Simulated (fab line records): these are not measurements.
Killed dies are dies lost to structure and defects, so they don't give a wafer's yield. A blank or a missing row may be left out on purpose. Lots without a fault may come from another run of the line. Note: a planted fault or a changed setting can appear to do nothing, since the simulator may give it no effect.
Comparing a struck lot with a sound one -- flow gf180mcu -- 15 steps out of a route of 602
Sound: the wafers L389.1, L389.3, L389.4. Struck: wafer L404.2 (L404.1, L404.5, from the same lot, were not struck and are left out); the cause is given at the end.
For every step that has rows: the tool of each side, followed by ch and its chambers, followed by its first start. Under that, the readings that differ: sound wafers -- struck wafers -- difference of the means -- sigmas: that difference in standard deviations of wafers without a fault.
alike: readings with means less than 2 such deviations apart, plus words and numbers identical on both sides. not compared: withheld readings, readings lacking a value on some wafer, bounds such as >300 that could conceal the same value, and numbers that have no deviation in the record and whose values overlap.
The two part at a step that has a row with sigmas, a row that says differs or no value, or rows on one side only. When numbers do not overlap yet have no deviation, they are printed without sigmas and do not part them. A reading missing from all wafers of one side parts the sides only when that side holds two or more wafers.

GF_V3_BOW_MEAS_05:
  struck on filmMetro-01, day 26 23:53; sound on filmMetro-02, day 21 01:37
reading,sound,struck,difference,sigmas
V3_BOW (um),139 133 128,105,-28,-3
then, 8 steps without rows for these wafers: GF_V3_DEHYDRATE_06 (time 60 s); GF_V3_HMDS_07 (prime time 60 s); GF_V3_COAT_08; GF_V3_COAT_09 (resist thk 1000 nm); GF_V3_SOFTBAKE_10 (time 60 s); GF_V3_EXPOSE_11 (exposes mask Via3, target cd 260 nm); GF_V3_PEB_12 (peb time 90 s); GF_V3_DEVELOP_13 (develop time 60 s).
GF_V3_CD_MEAS_14: the cd target is 260 nm.
  struck on cdSem-01, day 27 20:11; sound on cdSem-01, day 22 01:47
  alike: cdNm
GF_V3_OVL_MEAS_15:
  struck on overlay-01, day 27 20:18; sound on overlay-02, day 22 01:55
  alike: V3_OVL
GF_V3_ETCH_16: etches BARC in N2/H2.
  sound on rieDiel-02 ch 0,1,2, day 22 01:57; struck on rieDiel-03 ch 3, day 27 20:20
  alike: biasW, drypumpMotorCurrentA, oesProductAu, rfFwdPowerW, throttleValvePct
GF_V3_ETCH_17: etches SiO2 in C4F8/O2/Ar, stops on TiN, target depth 635 nm.
  sound on rieDiel-02 ch 0,1,2, day 22 01:00; struck on rieDiel-03 ch 3, day 27 20:00
reading,sound,struck,difference,sigmas
rfFwdPowerW (W),1499 1488 1503,1258,-239,-48
  alike: biasW, oesProductAu
GF_V3_STRIP_18: strips in O2/N2.
  sound on plasmaAsher-04 ch 0,1, day 22 02:05; struck on plasmaAsher-02 ch 0, day 27 20:28
  alike: drypumpMotorCurrentA, heaterPowerW, oesProductAu
  not compared: rfHoursCounterH
-- the record jumps here: 6 days lie between the struck wafers' starts before and after (it left off in module V3 and takes up again in module PASSIVATION, whose first step shown is number 602 of the route) --
GF_PASSIVATION_PROBE_99:
  rows exist in the record for the struck wafers here (prober-02, day 33 12:40), but not for the sound ones

WHERE THEY PART
First at GF_V3_BOW_MEAS_05; last, within this record, at GF_PASSIVATION_PROBE_99.

WHY: what the simulator had put in
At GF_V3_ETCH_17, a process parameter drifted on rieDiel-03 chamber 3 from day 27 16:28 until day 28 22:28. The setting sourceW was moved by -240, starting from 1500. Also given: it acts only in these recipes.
